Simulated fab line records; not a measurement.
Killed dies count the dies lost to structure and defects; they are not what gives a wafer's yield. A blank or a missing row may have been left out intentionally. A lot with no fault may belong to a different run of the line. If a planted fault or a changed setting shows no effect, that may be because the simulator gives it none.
fab line records	flow sfq_line
record lots=7	wafers=19	last_day=82
route steps=325 shown M2@92 I2@103 M3@118 I3@133 M8@325
lots that met no fault: taken from a fault-free run of the same line
start_h: hours from the record's first day to the start of the lot's first wafer shown	wait_h: hours since the lot's step before	" as in the row above	L1.1+2: a row that stands for several wafers	- value missing, or start not given	* or withheld: withheld	< > ~ a bound
route shown NAME@n: NAME is a module with steps in the file, n the number in the route of the first one	usual: mean and standard deviation over wafers with no fault	same: alike in all rows	chamber/n: place in a boat	sites: each site's reading	_std_site: standard deviation of those values	_edge_site: mean of outer sites minus mean of inner sites	radius_mm: for every site, how far away it sits from the centre of the wafer	mask NAME#n: copy n	behind: the tool/chamber that last shaped the wafer	hold: the reason the lot was held/the length of the hold in hours/how it ended	device: names the non-switching transistor (n, p or np)	end of line: the tests these same wafers got at the end of their route	step lacking rows: just its recipe	killed: count of dies lost to structure and defects at first sort (not the wafer's yield)	map: a wafer's dies, marking killed ones x, the rest . and places with no die _
set.NAME: the run value of the setting; set.NAME@STEP: its run value at that earlier step	model.NAME: the simulator's own value behind a step, which no gauge read
lots at selected steps of the route; one table per step, one row per wafer
services: the hour from which a tool's chamber was out of use, counted from the record's first day as start_h (under 0 if before that day), plus the number of hours and why
## steps
# step SFQ_TRILAYER_M2_LITHO_COAT_062
# recipe resist=BARC	spin_rpm=3000	resist_thk_nm=62
# step SFQ_TRILAYER_M2_LITHO_COAT_057
# recipe resist=KrF	spin_rpm=3000	resist_thk_nm=600
# step SFQ_TRILAYER_M2_LITHO_SOFTBAKE_061
# recipe temp_c=withheld	time_s=withheld	resist=KrF
# step SFQ_TRILAYER_M2_LITHO_EXPOSE_058
# recipe mask_id=M2	na=0.6	source_shape=conventional	sigma_outer=0.65	target_cd_nm=500	dose_mj=14.4
# step SFQ_TRILAYER_M2_LITHO_PEB_060
# recipe peb_temp_c=115	peb_time_s=60	resist=KrF
# step SFQ_TRILAYER_M2_LITHO_DEVELOP_059
# recipe time_s=60	resist=KrF
# step SFQ_M2_OVL_MEAS_916
# usual M2_OVL=1/5.7
lot.wafer	tool	chamber	start_h	wait_h	M2_OVL[nm]
L172.1	overlay-01	-	538.72	0.1	-8
L172.3	"	-	"	"	-6
L172.5	"	-	"	"	-4
L174.3	overlay-01	-	549.89	0.1	5
L174.4	"	-	"	"	4
L174.5	"	-	"	"	5
L183.2	overlay-02	-	815.11	0.1	2
L183.6	"	-	"	"	3
L184.1	overlay-02	-	819.91	0.1	2
L184.3	"	-	"	"	0
L184.6	"	-	"	"	-5
L185.3	overlay-01	-	823.52	0.1	-7
L185.4	"	-	"	"	2
L187.1	overlay-02	-	877.88	0.1	-4
L187.2	"	-	"	"	-2
L187.4	"	-	"	"	1
L192.1	overlay-01	-	897.08	0.1	-5
L192.3	"	-	"	"	-9
L192.5	"	-	"	"	-7
# step SFQ_TRILAYER_M2_BARC_OPEN_METAL_ETCH_077
# recipe mask_material=PR	chemistry=O2	target_depth_nm=125	target=BARC	icp_w=600	bias_w=80	pressure_mtorr=10	time_s=41.7
# step SFQ_TRILAYER_M2_ETCH_METAL_ETCH_060
# recipe target=Nb	stop_on=SiO2	mask_material=PR	chemistry=Cl2/Ar	target_depth_nm=240	icp_w=600	bias_w=80	pressure_mtorr=10	time_s=120
# step SFQ_TRILAYER_M2_STRIP_STRIP_061
# recipe gas=O2	power_w=200	platen_temp_c=40	overash_fraction=0.65	chemistry=O2	pressure_mtorr=50
# usual chamber_pressure_mTorr=50.00/0.044	drypump_motor_current_A=5.4/0.51	oes_product_au=1.002/0.0066
lot.wafer	tool	chamber	start_h	wait_h	chamber_pressure_mTorr	drypump_motor_current_A	oes_product_au	rf_hours_counter_h
L172.1	rie_metal-03	0	538.94	0.1	50.04	6.1	0.995	27
L172.3	"	1	"	"	49.99	5.0	0.999	-
L172.5	"	1	"	"	50.00	5.0	1.002	-
L174.3	rie_metal-04	0	550.30	0.2	50.00	5.3	1.004	-
L174.4	"	1	"	"	49.97	5.0	1.002	-
L174.5	"	0	"	"	49.96	5.3	1.009	-
L183.2	rie_metal-02	0	815.33	0.1	49.99	6.4	1.005	88
L183.6	"	0	"	"	50.04	6.4	0.990	-
L184.1	rie_metal-03	0	820.13	0.1	49.96	6.1	1.000	56
L184.3	"	0	"	"	50.03	6.1	1.003	-
L184.6	"	1	"	"	50.10	5.0	1.015	-
L185.3	rie_metal-04	0	823.93	0.2	50.06	5.2	0.991	-
L185.4	"	1	"	"	50.09	5.0	1.003	-
L187.1	rie_metal-04	0	878.10	0.1	50.04	5.3	1.001	139
L187.2	"	1	"	"	50.00	5.0	0.990	52
L187.4	"	0	"	"	49.99	5.3	0.995	-
L192.1	rie_metal-03	0	897.30	0.1	49.99	6.0	0.997	67
L192.3	"	0	"	"	50.05	6.0	0.999	-
L192.5	"	0	"	"	49.95	6.1	1.004	-
# step SFQ_TRILAYER_M2_STRIP_SOLV_CLEAN_062
# recipe chemistry=NMP	temp_c=70	time_s=600
# step SFQ_TRILAYER_I2_DEP_PECVD_063
# recipe material=SiO2	temp_c=150	time_s=111.11	pressure_torr=2.4	rf_w=183.3	precursor=SiH4/N2O	target_thk_nm=500
# usual heater_power_w=79/18	throttle_valve_pct=25.1/1.3
lot.wafer	tool	chamber	start_h	wait_h	heater_power_w	throttle_valve_pct
L172.1	pecvd-01	2	539.71	0.0	103	25.4
L172.3	"	1	"	"	63	26.6
L172.5	"	2	"	"	103	25.3
L174.3	pecvd-03	2	550.88	0.0	57	25.4
L174.4	"	0	"	"	97	24.0
L174.5	"	1	"	"	76	24.9
L183.2	pecvd-03	2	816.10	0.0	52	26.3
L183.6	"	1	"	"	80	25.4
L184.1	pecvd-01	1	820.92	0.0	56	27.6
L184.3	"	0	"	"	65	26.5
L184.6	"	0	"	"	69	26.5
L185.3	pecvd-02	1	824.50	0.0	82	24.3
L185.4	"	2	"	"	88	23.0
L187.1	pecvd-03	1	878.87	0.0	72	25.6
L187.2	"	0	"	"	96	24.5
L187.4	"	1	"	"	73	25.5
L192.1	pecvd-01	0	898.07	0.0	58	26.6
L192.3	"	2	"	"	91	26.4
L192.5	"	0	"	"	63	26.4
# step SFQ_TRILAYER_I2_CMP_CMP_064
# recipe material=SiO2	down_force_psi=3	platen_rpm=60	pad_velocity_m_s=0.94248
# usual head_pressure_psi=3.000/0.0067	motor_current_A=10.7/0.99	time_to_endpoint_s=214/6.4
lot.wafer	tool	chamber	start_h	wait_h	head_pressure_psi	motor_current_A	time_to_endpoint_s	model.SiO2_of_TRILAYER_I2_DEP_PECVD_063.thk_nm
L172.1	cmp-01	2	540.29	0.5	3.003	9.8	198	201.6
L172.3	"	0	541.29	1.5	2.992	11.7	203	201.5
L172.5	"	2	542.29	2.5	3.011	10.3	214	201.8
L174.4	cmp-01	0	552.29	1.3	2.990	11.4	219	200.6
L174.3	"	1	"	"	3.009	11.3	220	200
L174.5	"	0	554.29	3.3	2.995	11.4	227	200.1
L183.2	cmp-01	2	817.78	1.6	3.003	9.8	207	199.6
L183.6	"	1	819.28	3.1	2.997	12.7	254	149.9
L184.3	cmp-01	3	822.78	1.8	2.988	11.5	211	200.1
L184.1	"	2	824.28	3.3	2.998	9.9	209	200.2
L184.6	"	0	825.28	4.3	3.007	12.0	254	149.7
L185.3	cmp-01	2	828.78	4.2	3.000	10.2	210	200.1
L185.4	"	0	829.78	5.2	2.987	11.4	261	151.4
L187.4	cmp-02	0	899.12	20.2	2.995	9.6	216	199.7
L187.1	"	1	"	"	2.996	10.9	208	198.2
L187.2	"	3	900.62	21.7	3.006	9.7	205	199.7
L192.1	cmp-01	0	925.28	27.2	2.997	11.4	210	198.8
L192.3	"	2	926.28	28.2	3.003	9.7	207	198.3
L192.5	"	3	"	"	2.991	11.2	220	200.6
# step SFQ_I2_BOW_MEAS_917
# recipe mode=bow
# usual I2_BOW=3/8
lot.wafer	tool	chamber	start_h	wait_h	I2_BOW[um]
L172.1	film_metro-01	-	542.79	2.0	10
L172.3	"	-	"	"	10
L172.5	"	-	"	"	7
L174.3	film_metro-01	-	554.83	1.5	-4
L174.4	"	-	"	"	6
L174.5	"	-	"	"	16
L183.2	film_metro-01	-	819.80	1.5	10
L183.6	"	-	"	"	8
L184.1	film_metro-04	-	825.78	1.0	-5
L184.3	"	-	"	"	5
L184.6	"	-	"	"	-3
L185.3	film_metro-02	-	831.82	2.5	-16
L185.4	"	-	"	"	-3
L187.1	film_metro-01	-	902.12	2.0	13
L187.2	"	-	"	"	12
L187.4	"	-	"	"	25
L192.1	film_metro-02	-	927.78	2.0	16
L192.3	"	-	"	"	-8
L192.5	"	-	"	"	2
# step SFQ_TRILAYER_I2_METRO_MEASURE_065
# usual thk_nm=200.2/0.91
lot.wafer	tool	chamber	start_h	wait_h	thk_nm
L172.1	film_metro-01	-	542.91	0.1	201.7
L172.3	"	-	"	"	201.5
L172.5	"	-	"	"	201.9
L174.3	film_metro-01	-	555.31	0.5	199.9
L174.4	"	-	"	"	200.6
L174.5	"	-	"	"	200.0
L183.2	film_metro-01	-	820.10	0.3	199.5
L183.6	"	-	"	"	149.9
L184.1	film_metro-04	-	825.90	0.1	200.3
L184.3	"	-	"	"	200.0
L184.6	"	-	"	"	149.6
L185.3	film_metro-02	-	832.30	0.5	200.2
L185.4	"	-	"	"	151.5
L187.1	film_metro-01	-	902.24	0.1	198.3
L187.2	"	-	"	"	199.8
L187.4	"	-	"	"	199.5
L192.1	film_metro-02	-	927.90	0.1	198.7
L192.3	"	-	"	"	198.3
L192.5	"	-	"	"	200.5
# step SFQ_TRILAYER_I2_VIA_LITHO_COAT_072
# recipe resist=BARC	spin_rpm=3000	resist_thk_nm=62
# step SFQ_TRILAYER_I2_VIA_LITHO_COAT_067
# recipe resist=KrF	spin_rpm=3000	resist_thk_nm=650
# step SFQ_TRILAYER_I2_VIA_LITHO_SOFTBAKE_071
# recipe temp_c=withheld	time_s=withheld	resist=KrF
# step SFQ_TRILAYER_I2_VIA_LITHO_EXPOSE_068
# recipe mask_id=I2	na=0.6	source_shape=conventional	sigma_outer=0.65	target_cd_nm=500	dose_mj=21.3
# step SFQ_TRILAYER_I2_VIA_LITHO_PEB_070
# recipe peb_temp_c=115	peb_time_s=60	resist=KrF
# step SFQ_TRILAYER_I2_VIA_LITHO_DEVELOP_069
# recipe time_s=60	resist=KrF
# step SFQ_I2_OVL_MEAS_918
# usual I2_OVL=-1/5.7
lot.wafer	tool	chamber	start_h	wait_h	I2_OVL[nm]
L172.1	overlay-01	-	696.46	0.1	-1
L172.3	"	-	"	"	-2
L172.5	"	-	"	"	0
L174.3	overlay-02	-	711.62	0.1	1
L174.4	"	-	"	"	-4
L174.5	"	-	"	"	-3
L183.2	overlay-01	-	953.91	0.1	-1
L183.6	"	-	"	"	-4
L184.1	overlay-02	-	957.51	0.1	2
L184.3	"	-	"	"	-1
L184.6	"	-	"	"	3
L185.3	overlay-02	-	961.12	0.1	-13
L185.4	"	-	"	"	-15
L187.1	overlay-02	-	1007.91	0.1	1
L187.2	"	-	"	"	2
L187.4	"	-	"	"	1
L192.1	overlay-01	-	1035.24	0.1	-6
L192.3	"	-	"	"	-5
L192.5	"	-	"	"	-10
# step SFQ_TRILAYER_I2_VIA_BARC_OPEN_VIA_ETCH_096
# recipe mask_material=PR	chemistry=O2	target_depth_nm=125	target=BARC	source_w=500	bias_w=80	pressure_mtorr=30	time_s=41.7
# step SFQ_TRILAYER_I2_VIA_ETCH_VIA_ETCH_070
# recipe target=SiO2	stop_on=Nb	mask_material=PR	taper_deg=20	chemistry=CHF3	target_depth_nm=260	source_w=500	bias_w=80	pressure_mtorr=30	time_s=withheld
# usual chamber_pressure_mTorr=29.997/0.03	drypump_motor_current_A=5.6/0.65	oes_product_au=0.855/0.0051
lot.wafer	tool	chamber	start_h	wait_h	chamber_pressure_mTorr	drypump_motor_current_A	oes_product_au	model.etch.depth_nm	model.I2.feature_depth_nm
L172.1	rie_diel-03	0	696.53	0.0	29.994	5.1	0.863	201.6	201.6
L172.3	"	2	"	"	30.000	6.5	0.863	201.5	201.5
L172.5	"	0	"	"	30.016	5.1	0.864	201.8	201.8
L174.3	rie_diel-01	0	711.68	0.0	30.027	5.7	0.850	200	200
L174.4	"	3	"	"	30.036	6.5	0.857	200.6	200.6
L174.5	"	1	"	"	30.008	4.7	0.848	200.1	200.1
L183.2	rie_diel-02	3	953.98	0.0	29.978	5.8	0.855	199.6	199.6
L183.6	"	1	"	"	30.031	4.8	0.734	149.9	149.9
L184.1	rie_diel-03	0	957.58	0.0	29.977	5.1	0.858	200.2	200.2
L184.3	"	2	"	"	29.994	6.5	0.859	200.1	200.1
L184.6	"	2	"	"	29.977	6.5	0.731	149.7	149.7
L185.3	rie_diel-03	3	961.18	0.0	29.985	5.2	0.851	200.1	200.1
L185.4	"	0	"	"	29.993	5.0	0.747	151.4	151.4
L187.1	rie_diel-03	1	1007.98	0.0	29.965	6.5	0.855	198.2	198.2
L187.2	"	0	"	"	29.999	5.1	0.850	199.7	199.7
L187.4	"	3	"	"	30.007	5.2	0.864	199.7	199.7
L192.1	rie_diel-01	0	1035.32	0.0	29.962	5.7	0.854	198.8	198.8
L192.3	"	3	"	"	30.021	6.5	0.850	198.3	198.3
L192.5	"	1	"	"	30.001	4.7	0.860	200.6	200.6
# step SFQ_TRILAYER_I2_VIA_STRIP_STRIP_071
# recipe gas=O2	power_w=200	platen_temp_c=40	overash_fraction=0.65	chemistry=O2	pressure_mtorr=50
# step SFQ_TRILAYER_I2_VIA_STRIP_SOLV_CLEAN_072
# recipe chemistry=NMP	temp_c=70	time_s=600
# step SFQ_TRILAYER_M3_DEP_PRE_CLEAN_074
# recipe gas=Ar	time_s=22.5	bias_v=250
lot.wafer	tool	chamber	start_h	wait_h	model.SiO2_of_TRILAYER_I2_DEP_PECVD_063.thk_nm
L172.1	pvd_sputter-06	-	697.42	0.0	194.1
L172.3	"	-	"	"	194
L172.5	"	-	"	"	194.3
L174.3	pvd_sputter-06	-	712.57	0.0	192.5
L174.4	"	-	"	"	193.1
L174.5	"	-	"	"	192.6
L183.2	pvd_sputter-05	-	954.87	0.0	192.1
L183.6	"	-	"	"	142.4
L184.1	pvd_sputter-04	-	958.47	0.0	192.7
L184.3	"	-	"	"	192.6
L184.6	"	-	"	"	142.2
L185.3	pvd_sputter-06	-	962.07	0.0	192.6
L185.4	"	-	"	"	143.9
L187.1	pvd_sputter-04	-	1008.87	0.0	190.7
L187.2+4	"	-	"	"	192.2
L192.1	pvd_sputter-05	-	1036.21	0.0	191.3
L192.3	"	-	"	"	190.8
L192.5	"	-	"	"	193.1
# step SFQ_TRILAYER_M3_DEP_SPUTTER_073
# recipe material=Nb	base_pressure_pa=1.33e-06	chamber_pressure_pa=0.1333	substrate_temp_c=20	resputter_cathode_voltage_v=400	target_thk_nm=200	power_w=2000	time_s=133.3
# usual base_pressure_pa=1.34e-06/8.8e-08	throttle_valve_pct=30.1/0.92
lot.wafer	tool	chamber	start_h	wait_h	base_pressure_pa	throttle_valve_pct
L172.1	pvd_sputter-06	-	697.45	0.0	1.5e-06	28.7
L172.3	"	-	"	"	1.46e-06	31.0
L172.5	"	-	"	"	1.43e-06	31.2
L174.3	pvd_sputter-06	-	712.60	0.0	1.25e-06	31.2
L174.4	"	-	"	"	1.45e-06	28.9
L174.5	"	-	"	"	1.33e-06	29.4
L183.2	pvd_sputter-05	-	954.90	0.0	1.23e-06	29.2
L183.6	"	-	"	"	1.28e-06	29.7
L184.1	pvd_sputter-04	-	958.50	0.0	1.31e-06	30.7
L184.3	"	-	"	"	1.37e-06	29.2
L184.6	"	-	"	"	1.34e-06	30.7
L185.3	pvd_sputter-06	-	962.10	0.0	1.18e-06	29.2
L185.4	"	-	"	"	1.36e-06	31.5
L187.1	pvd_sputter-04	-	1008.90	0.0	1.22e-06	30.7
L187.2	"	-	"	"	1.41e-06	30.6
L187.4	"	-	"	"	1.47e-06	29.2
L192.1	pvd_sputter-05	-	1036.23	0.0	1.31e-06	32.0
L192.3	"	-	"	"	1.29e-06	29.5
L192.5	"	-	"	"	1.4e-06	29.4
# step SFQ_M3_RS_MEAS_919
# recipe thk_meas_gauge=four-point-probe	reads=Nb_of_TRILAYER_M3_DEP_SPUTTER_073
# usual M3_NB_RS=0.889/0.0073
lot.wafer	tool	chamber	start_h	wait_h	M3_NB_RS[ohm/sq]
L172.1	film_metro-03	-	697.54	0.0	0.899
L172.3	"	-	"	"	0.888
L172.5	"	-	"	"	0.886
L174.3	film_metro-02	-	712.73	0.1	0.890
L174.4	"	-	"	"	0.900
L174.5	"	-	"	"	0.889
L183.2	film_metro-03	-	955.01	0.1	0.884
L183.6	"	-	"	"	0.887
L184.1	film_metro-03	-	958.59	0.0	0.891
L184.3	"	-	"	"	0.889
L184.6	"	-	"	"	0.887
L185.3	film_metro-02	-	962.23	0.1	0.894
L185.4	"	-	"	"	0.894
L187.1	film_metro-03	-	1008.99	0.0	0.901
L187.2	"	-	"	"	0.906
L187.4	"	-	"	"	0.897
L192.1	film_metro-03	-	1036.33	0.0	0.890
L192.3	"	-	"	"	0.889
L192.5	"	-	"	"	0.885
# step SFQ_TRILAYER_M3_LITHO_COAT_080
# recipe resist=BARC	spin_rpm=3000	resist_thk_nm=62
# step SFQ_TRILAYER_M3_LITHO_COAT_075
# recipe resist=KrF	spin_rpm=3000	resist_thk_nm=600
# step SFQ_TRILAYER_M3_LITHO_SOFTBAKE_079
# recipe temp_c=withheld	time_s=withheld	resist=KrF
# step SFQ_TRILAYER_M3_LITHO_EXPOSE_076
# recipe mask_id=M3	na=0.6	source_shape=conventional	sigma_outer=0.65	target_cd_nm=500	dose_mj=14.4
# step SFQ_TRILAYER_M3_LITHO_PEB_078
# recipe peb_temp_c=115	peb_time_s=60	resist=KrF
# step SFQ_TRILAYER_M3_LITHO_DEVELOP_077
# recipe time_s=60	resist=KrF
# step SFQ_M3_OVL_MEAS_921
# usual M3_OVL=-1/6
lot.wafer	tool	chamber	start_h	wait_h	M3_OVL[nm]
L172.1	overlay-02	-	836.71	0.1	-4
L172.3	"	-	"	"	-4
L172.5	"	-	"	"	-4
L174.3	overlay-02	-	856.16	0.1	5
L174.4	"	-	"	"	-10
L174.5	"	-	"	"	-1
L183.2	overlay-01	-	1071.37	0.1	-6
L183.6	"	-	"	"	-7
L184.1	overlay-01	-	1078.57	0.1	6
L184.3	"	-	"	"	9
L184.6	"	-	"	"	10
L185.3	overlay-01	-	1085.78	0.1	4
L185.4	"	-	"	"	7
L187.1	overlay-02	-	1149.37	0.1	-5
L187.2	"	-	"	"	-6
L187.4	"	-	"	"	-3
L192.1	overlay-02	-	1178.17	0.1	-2
L192.3	"	-	"	"	-5
L192.5	"	-	"	"	0
# step SFQ_TRILAYER_M3_BARC_OPEN_METAL_ETCH_100
# recipe mask_material=PR	chemistry=O2	target_depth_nm=125	target=BARC	icp_w=600	bias_w=80	pressure_mtorr=10	time_s=41.7
# usual chamber_pressure_mTorr=10.002/0.0091	drypump_motor_current_A=5.7/0.42	oes_product_au=0.686/0.0046
lot.wafer	tool	chamber	start_h	wait_h	chamber_pressure_mTorr	drypump_motor_current_A	oes_product_au	rf_hours_counter_h
L172.1	rie_metal-04	1	836.74	0.0	9.992	5.0	0.683	45
L172.3	"	0	"	"	10.002	5.3	0.686	-
L172.5	"	0	"	"	10.004	5.3	0.689	-
L174.3	rie_metal-01	0	856.21	0.0	10.015	6.1	0.693	-
L174.4	"	1	"	"	10.002	5.5	0.683	-
L174.5	"	0	"	"	9.999	6.1	0.685	-
L183.2	rie_metal-01	0	1071.40	0.0	9.998	6.1	0.688	4
L183.6	"	1	"	"	10.000	5.5	0.692	-
L184.1	rie_metal-01	0	1078.60	0.0	10.005	6.1	0.686	5
L184.3	"	0	"	"	10.020	6.0	0.694	-
L184.6	"	0	"	"	10.000	6.0	0.685	-
L185.3	rie_metal-04	0	1085.82	0.0	9.994	5.3	0.682	-
L185.4	"	1	"	"	10.021	5.0	0.683	-
L187.1	rie_metal-02	0	1149.40	0.0	10.001	6.4	0.692	133
L187.2	"	1	"	"	10.005	5.6	0.690	124
L187.4	"	1	"	"	10.011	5.6	0.689	-
L192.1	rie_metal-02	1	1178.20	0.0	10.001	5.6	0.682	132
L192.3	"	1	"	"	10.000	5.6	0.685	-
L192.5	"	1	"	"	10.000	5.6	0.687	-
# step SFQ_TRILAYER_M3_ETCH_METAL_ETCH_078
# recipe target=Nb	stop_on=SiO2	mask_material=PR	chemistry=Cl2/Ar	target_depth_nm=240	icp_w=600	bias_w=80	pressure_mtorr=10	time_s=120
# step SFQ_TRILAYER_M3_STRIP_STRIP_079
# recipe gas=O2	power_w=200	platen_temp_c=40	overash_fraction=0.65	chemistry=O2	pressure_mtorr=50
# step SFQ_TRILAYER_M3_STRIP_SOLV_CLEAN_080
# recipe chemistry=NMP	temp_c=70	time_s=600
# step SFQ_TRILAYER_I3_DEP_PECVD_081
# recipe material=SiO2	temp_c=150	time_s=111.11	pressure_torr=2.4	rf_w=183.3	precursor=SiH4/N2O	target_thk_nm=500
# usual heater_power_w=83/18	throttle_valve_pct=25.1/1.2
lot.wafer	tool	chamber	start_h	wait_h	heater_power_w	throttle_valve_pct
L172.1	pecvd-03	1	837.70	0.0	81	25.5
L172.3	"	0	"	"	99	24.6
L172.5	"	0	"	"	83	24.4
L174.3	pecvd-03	1	857.15	0.0	70	25.6
L174.4	"	2	"	"	43	26.1
L174.5	"	1	"	"	75	25.5
L183.2	pecvd-03	1	1072.38	0.0	78	26.2
L183.6	"	0	"	"	98	24.6
L184.1	pecvd-02	0	1079.58	0.0	119	25.0
L184.3	"	1	"	"	79	25.1
L184.6	"	2	"	"	81	23.6
L185.3	pecvd-04	1	1086.76	0.0	85	24.1
L185.4	"	1	"	"	87	24.0
L187.1	pecvd-02	2	1150.36	0.0	79	24.0
L187.2	"	0	"	"	97	25.0
L187.4	"	1	"	"	86	25.1
L192.1	pecvd-02	2	1179.95	0.0	90	24.0
L192.3	"	0	"	"	100	25.1
L192.5	"	1	"	"	86	25.4
# step SFQ_M8_BOW_MEAS_951
# recipe mode=bow
# usual M8_BOW=8/11
lot.wafer	tool	chamber	start_h	wait_h	M8_BOW[um]	model.etest.i2.link_ohm
L172.1	film_metro-02	-	1784.77	0.0	5	1.977
L172.3	"	-	"	"	5	1.956
L172.5	"	-	"	"	3	1.956
L174.3	film_metro-01	-	1802.91	0.0	-1	1.978
L174.4	"	-	"	"	7	1.994
L174.5	"	-	"	"	17	1.967
L183.2	film_metro-04	-	1905.54	0.0	23	1.955
L183.6	"	-	"	"	21	1.912
L184.1	film_metro-02	-	1915.12	0.0	4	1.963
L184.3	"	-	"	"	15	1.966
L184.6	"	-	"	"	6	1.923
L185.3	film_metro-01	-	1921.25	0.0	-11	1.967
L185.4	"	-	"	"	3	1.919
L187.1	film_metro-02	-	1933.88	0.0	24	1.98
L187.2	"	-	"	"	22	1.983
L187.4	"	-	"	"	38	1.982
L192.1	film_metro-04	-	1958.55	0.0	24	1.979
L192.3	"	-	"	"	-2	1.979
L192.5	"	-	"	"	10	1.968
## services
tool	chamber	start_h	hours	kind
pvd_sputter-06	-	536.26	5.8	repair
pecvd-03	-	558.22	1.0	repair
cmp-01	-	567.19	0.6	repair
cmp-01	-	575.63	0.4	repair
cmp-01	-	611.76	2.2	pm
cmp-01	-	640.86	1.8	repair
cmp-01	-	664.61	3.9	pm
cmp-01	-	677.66	0.3	repair
pecvd-03	1	688.09	3.9	repair
pecvd-03	-	718.60	2.8	pm
cmp-01	-	745.68	12.0	pm
cmp-01	-	757.72	4.0	pm
pvd_sputter-06	-	788.84	1.9	repair
cmp-01	-	794.45	3.8	repair
pecvd-03	-	814.64	1.4	repair
cmp-01	-	833.06	0.6	repair
pvd_sputter-06	-	903.01	3.6	repair
cmp-01	-	910.18	1.0	repair
pecvd-03	1	935.60	7.7	repair
cmp-01	-	964.94	1.3	repair
pecvd-03	-	980.24	5.5	pm
cmp-01	-	982.24	4.2	pm
pecvd-03	2	985.77	10.6	repair
cmp-01	-	989.35	14.4	repair
## key
first_sign step=SFQ_TRILAYER_I2_CMP_CMP_064	reading=time_to_endpoint_s	direction=up	sigmas=6.7	usual=*	struck=*
effect step=SFQ_TRILAYER_I2_METRO_MEASURE_065	reading=thk_nm	direction=down	sigmas=55	usual=200.2	struck=150.3
effect step=SFQ_TRILAYER_I2_VIA_ETCH_VIA_ETCH_070	reading=oes_product_au	direction=down	sigmas=23	usual=0.855	struck=0.737
model_effect step=SFQ_TRILAYER_I2_CMP_CMP_064	value=SiO2_of_TRILAYER_I2_DEP_PECVD_063.thk_nm	without=200.3	struck=150.3
model_effect step=SFQ_TRILAYER_I2_VIA_ETCH_VIA_ETCH_070	value=etch.depth_nm	without=200.3	struck=150.3
model_effect step=SFQ_TRILAYER_M3_DEP_PRE_CLEAN_074	value=SiO2_of_TRILAYER_I2_DEP_PECVD_063.thk_nm	without=192.8	struck=142.8
model_effect step=SFQ_M8_BOW_MEAS_951	value=etest.i2.link_ohm	without=1.964	struck=1.918
met_at SFQ_TRILAYER_I2_CMP_CMP_064
struck_wafers L183.6,L184.6,L185.4
fault kind=process_parameter_drift	tool=cmp-01	chamber=-	onset_h=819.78	steps=SFQ_TRILAYER_I2_CMP_CMP_064	channel=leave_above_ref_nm	offset=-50	shape=step	end_h=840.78	scope=struck_wafers_only	acts_in=these_recipes_only	stated=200
